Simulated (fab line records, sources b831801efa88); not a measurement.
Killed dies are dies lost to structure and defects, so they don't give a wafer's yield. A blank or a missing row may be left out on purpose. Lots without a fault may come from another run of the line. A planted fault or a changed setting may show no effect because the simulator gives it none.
Chamber matching | flow sky130 | SKY_VIA2_HDPCVD_00 on hdpcvd-01: 3 sister chambers
The step deposits SiO2, target thk 1180 nm, time 196.7 s. 3 wafers are shown with their chamber, then 7 later ones without.

WAFERS WITH THEIR CHAMBER
wafer  | chamber | susceptor_temp_C (C)
L417.3 | 1       | 400.14
L422.6 | 2       | 400.08
L426.1 | 0       | 399.87

WAFERS WITHOUT THEIR CHAMBER
wafer  | susceptor_temp_C (C)
L426.4 | 400.14
L426.5 | 400.14
L429.2 | 400.20
L429.3 | 400.06
L429.5 | 399.71
L435.2 | 400.20
L435.5 | 400.19

WHICH CHAMBER EACH WENT THROUGH
wafer  | from the rows above     | in truth
L426.4 | can't be placed: 1 or 2 | 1
L426.5 | can't be placed: 1 or 2 | 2
L429.2 | can't be placed: 1 or 2 | 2
L429.3 | can't be placed: 2 or 1 | 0
L429.5 | 0                       | 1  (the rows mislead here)
L435.2 | can't be placed: 1 or 2 | 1
L435.5 | can't be placed: 1 or 2 | 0
Placed correctly: 0 of 7. Can't be placed from these rows: 6 (the true chamber is among the candidates in 4). Placed wrongly: 1.
How it was worked out, from the rows above alone: a wafer's distance from a chamber is the root of the sum, over the readings, of the square of ((its reading less the chamber's mean) divided by the reading's scatter). The wafer belongs to the nearest chamber; if the next one is less than 2 further off, it can't be placed. A chamber's mean is the mean of its shown wafers. The scatter: with one shown wafer a chamber, the root of the mean of the squares of how far each hidden wafer lies from its nearest shown one.
